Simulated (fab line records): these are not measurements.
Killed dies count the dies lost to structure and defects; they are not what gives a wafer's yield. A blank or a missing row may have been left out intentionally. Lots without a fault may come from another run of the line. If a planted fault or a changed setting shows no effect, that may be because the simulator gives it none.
2 desks looking at one fault / flow sky130 / what lay behind the numbers comes last; until then each desk has only its own

== DESK OF THE TOOL OWNER: rie_metal-01 ==
The tool's own readings at SKY_METAL3_ETCH_16 (etches BARC in N2/H2, stops on SiO2, time 88.2 s, target depth 60 nm): means of the sampled wafers that have a number, for each lot that ran on this tool. Any lot whose mean is over 4 standard deviations away from the usual mean is out of limits and marked OUT; that distance is given in the brackets.
Columns: A = drypump_motor_current_A at SKY_METAL3_ETCH_16, usual 5.6 A; B = oes_product_au at SKY_METAL3_ETCH_16, usual 0.625 a.u.; C = throttle_valve_pct at SKY_METAL3_ETCH_16, usual 13.205 %
lot=L681; first seen here=day 38 14:17; A=5.6; B=0.622; C=13.206
lot=L682; first seen here=day 39 05:50; A=5.7; B=0.616; C=13.209
lot=L683; first seen here=day 39 09:20; A=5.7; B=0.621; C=13.207
lot=L684; first seen here=day 39 14:56; A=5.7; B=0.623; C=13.194
lot=L687; first seen here=day 40 12:34; A=5.6; B=0.618; C=13.200
lot=L691; first seen here=day 41 14:56; A=5.7; B=0.625; C=13.208
This desk found nothing out of limits on any of the 6 lots.

== FROM THE METROLOGY DESK ==
What the gauges read, lot by lot, whatever tool the lot ran on: means of the sampled wafers that have a number. Any lot whose mean is over 4 standard deviations away from the usual mean is out of limits and marked OUT; that distance is given in the brackets.
Columns: A = CAP2M_TIN_THK at SKY_CAP2M_THK_MEAS_04, usual 199.9 nm; B = METAL4_OVL at SKY_METAL4_OVL_MEAS_14, usual -1 nm
lot=L681; first seen here=day 39 18:53; A=200.8; B=-3
lot=L682; first seen here=day 40 09:35; A=198.5; B=-1
lot=L683; first seen here=day 40 13:17; A=198.1; B=-5
lot=L684; first seen here=day 40 20:11; A=195.9; B=-7
lot=L687; first seen here=day 41 16:56; A=198.2; B=8
lot=L691; first seen here=day 42 18:14; A=198.9; B=7
lot=L698; first seen here=day 44 20:15; A=202.6; B=2
lot=L699; first seen here=day 44 23:23; A=201.6; B=-2
lot=L700; first seen here=day 45 09:25; A=201.0; B=1
lot=L701; first seen here=day 45 14:17; A=202.1; B=4
lot=L702; first seen here=day 45 17:20; A=202.3; B=-2
lot=L703; first seen here=day 45 22:55; A=199.7; B=8
This desk found nothing out of limits on any of the 12 lots.

== TAKEN TOGETHER ==
The desk of the tool owner found nothing out of limits.
At the metrology desk, nothing out of limits was observed.

== WHAT THE SIMULATOR HAD PUT IN ==
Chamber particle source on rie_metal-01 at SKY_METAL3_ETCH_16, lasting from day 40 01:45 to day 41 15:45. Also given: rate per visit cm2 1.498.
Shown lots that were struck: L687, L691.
